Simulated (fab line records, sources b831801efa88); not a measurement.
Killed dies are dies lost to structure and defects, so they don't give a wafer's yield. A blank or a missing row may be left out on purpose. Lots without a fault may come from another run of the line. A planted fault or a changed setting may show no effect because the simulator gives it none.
Which tool did it? | flow gf180mcu | 11 lots, 33 wafers sampled, at 5 steps of a route of 602

WHAT THE GAUGES READ, wafer by wafer
GF_HV_LDD_TW_MEAS_11.
lot  | measured     | on            | HV_LDD_TW
L336 | day 10 01:07 | film_metro-02 | 2402 2405 2404
L339 | day 11 01:56 | film_metro-02 | 2408 2401 2405
L343 | day 12 04:20 | film_metro-03 | 2396 2409 2405
L344 | day 12 09:47 | film_metro-03 | 2408 2409 2426
L346 | day 13 05:25 | film_metro-02 | 2419 2426 2425
L348 | day 13 20:19 | film_metro-03 | 2389 2377 2382
L353 | day 15 04:30 | film_metro-02 | 2413 2414 2403
L354 | day 15 10:43 | film_metro-04 | 2411 2420 2412
L355 | day 15 20:21 | film_metro-04 | 2411 2415 2409
L358 | day 16 20:30 | film_metro-02 | 2406 2413 2410
L359 | day 16 23:14 | film_metro-04 | 2402 2396 2386

GF_CONTACT_RS_MEAS_25: measures by four-point-probe.
lot  | measured     | on            | CONTACT_W_RS (ohm/sq)
L336 | day 16 03:59 | film_metro-03 | 0.380 0.380 0.381
L339 | day 17 08:34 | film_metro-02 | 0.388 0.384 0.389
L343 | day 18 17:30 | film_metro-04 | 0.377 0.375 0.379
L344 | day 19 02:46 | film_metro-02 | 0.387 0.386 0.391
L346 | day 20 01:54 | film_metro-03 | 0.382 0.386 0.381
L348 | day 20 20:36 | film_metro-02 | 0.380 0.380 0.378
L353 | day 22 08:08 | film_metro-02 | 0.246 0.245 0.244
L354 | day 22 14:42 | film_metro-03 | 0.244 0.241 0.242
L355 | day 23 00:05 | film_metro-02 | 0.382 0.382 0.382
L358 | day 24 02:26 | film_metro-04 | 0.381 0.387 0.382
L359 | day 24 03:34 | film_metro-04 | 0.380 0.386 0.387

GF_CONTACT_THK_MEAS_26: measures by xrf.
lot  | measured     | on            | CONTACT_W_THK (nm)
L336 | day 16 04:05 | film_metro-03 | 301 303 301
L339 | day 17 08:41 | film_metro-02 | 295 298 295
L343 | day 18 17:37 | film_metro-04 | 302 303 299
L344 | day 19 02:52 | film_metro-02 | 292 292 289
L346 | day 20 02:01 | film_metro-03 | 296 296 297
L348 | day 20 20:43 | film_metro-02 | 298 301 300
L353 | day 22 08:15 | film_metro-02 | 460 461 462
L354 | day 22 14:49 | film_metro-03 | 466 475 470
L355 | day 23 00:11 | film_metro-02 | 298 297 298
L358 | day 24 02:32 | film_metro-04 | 297 293 296
L359 | day 24 03:41 | film_metro-04 | 297 295 291

WHICH TOOL RAN EACH LOT (tool, then ch and the chambers of the sampled wafers, then the start)
lot  | GF_CONTACT_SPUTTER_23        | GF_CONTACT_CVD_24
L336 | pvd_sputter-03, day 16 03:47 | cvd_w-01 ch 0,1, day 16 03:52
L339 | pvd_sputter-03, day 17 08:26 | cvd_w-01 ch 0, day 17 08:28
L343 | pvd_sputter-04, day 18 17:22 | cvd_w-01 ch 0,1, day 18 17:24
L344 | pvd_sputter-03, day 19 02:36 | cvd_w-01 ch 1, day 19 02:38
L346 | pvd_sputter-03, day 20 01:45 | cvd_w-02 ch 0,1, day 20 01:47
L348 | pvd_sputter-02, day 20 20:26 | cvd_w-01 ch 0, day 20 20:29
L353 | pvd_sputter-04, day 22 07:59 | cvd_w-01 ch 0,1, day 22 08:02
L354 | pvd_sputter-04, day 22 14:32 | cvd_w-01 ch 0,1, day 22 14:35
L355 | pvd_sputter-04, day 22 23:55 | cvd_w-02 ch 0,1, day 22 23:59
L358 | pvd_sputter-02, day 24 02:15 | cvd_w-02 ch 0,1, day 24 02:19
L359 | pvd_sputter-02, day 24 03:19 | cvd_w-02 ch 0, day 24 03:22
- GF_CONTACT_SPUTTER_23: material TiN, target thk 10 nm, time 40 s.
- GF_CONTACT_CVD_24: deposits W, target thk 300 nm, time 90.339 s.

WHAT THE TOOLS THEMSELVES READ (means of the sampled wafers that have a number; where no wafer has one, the mark that the record gives instead)
GF_CONTACT_SPUTTER_23.
lot  | tool           | chamber_pressure_pa (Pa) | throttle_valve_pct (%)
L336 | pvd_sputter-03 | 5.006                    | 29.9
L339 | pvd_sputter-03 | 5.010                    | 29.8
L343 | pvd_sputter-04 | 5.002                    | 29.3
L344 | pvd_sputter-03 | 5.007                    | 29.6
L346 | pvd_sputter-03 | 4.993                    | 30.2
L348 | pvd_sputter-02 | 5.007                    | 29.7
L353 | pvd_sputter-04 | 4.998                    | 29.6
L354 | pvd_sputter-04 | 4.999                    | 29.3
L355 | pvd_sputter-04 | 5.004                    | 29.4
L358 | pvd_sputter-02 | 4.994                    | 31.1
L359 | pvd_sputter-02 | 4.999                    | 29.0

GF_CONTACT_CVD_24.
lot  | tool     | heater_power_outer_w (W) | heater_power_w (W) | susceptor_temp_C (C)
L336 | cvd_w-01 | 523                      | 867                | 400.06
L339 | cvd_w-01 | 555                      | 815                | 400.21
L343 | cvd_w-01 | 542                      | 880                | 400.10
L344 | cvd_w-01 | 524                      | 900                | 399.98
L346 | cvd_w-02 | 531                      | 855                | 399.95
L348 | cvd_w-01 | 555                      | 828                | 400.17
L353 | cvd_w-01 | 632                      | 1029               | 425.22
L354 | cvd_w-01 | 641                      | 1031               | 425.24
L355 | cvd_w-02 | 515                      | 840                | 400.01
L358 | cvd_w-02 | 535                      | 876                | 400.07
L359 | cvd_w-02 | 490                      | 815                | 399.95

THE ANSWER, worked out from the rows above alone
Rule: what is usual is taken from the lots themselves. Put in order of their means at a reading, lots are off if they are a third of the lots or fewer, leave a main group of 4 or more, and stand apart from it by a gap of 3 or more times the standard deviation of the main group's means; of several such gaps the widest counts. A main group whose means are all the same, to the digits that the tables above print for the reading, isn't used. A lot without any number at a reading at which 4 lots or more have one is off too. The other lots that the step has rows for count as sound. The gauges are gone through in route order, then the tools' own readings, and for those a lot's mean is taken as printed above. The first step at which some lot is off is used, and at that step the reading that is off furthest; a lot without a number counts as furthest.
Off: L353, L354, at GF_CONTACT_RS_MEAS_25 (CONTACT_W_RS). The main group: mean 0.383 ohm/sq, standard deviation 0.0033.
A tool fits if, at a process step before that reading, it ran every lot that is off, and no sound lot after the first of them. The gauges at GF_CONTACT_RS_MEAS_25 aren't tried: what is off there is off at GF_CONTACT_CVD_24 too, on other tools, and a gauge's error can't cause that. One fits: cvd_w-01 at GF_CONTACT_CVD_24. Its last sound lot is L348 (day 20 20:29), its first lot that is off L353 (day 22 08:02): a fault that began between those two fits.
The tool's own readings at GF_CONTACT_CVD_24 bear it out: on the lots that are off they differ by more than 5 times the standard deviation of the sound lots' means. heater_power_outer_w reads 636 W there against 530 W on the sound lots; heater_power_w reads 1030 W there against 853 W on the sound lots; susceptor_temp_C reads 425.23 C there against 400.06 C on the sound lots.

WHAT THE SIMULATOR HAD PUT IN
Process parameter drift: cvd_w-01, from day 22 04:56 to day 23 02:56, at GF_CONTACT_CVD_24. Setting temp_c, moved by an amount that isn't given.
Lots struck among those shown: L353, L354. The rule above found the same.
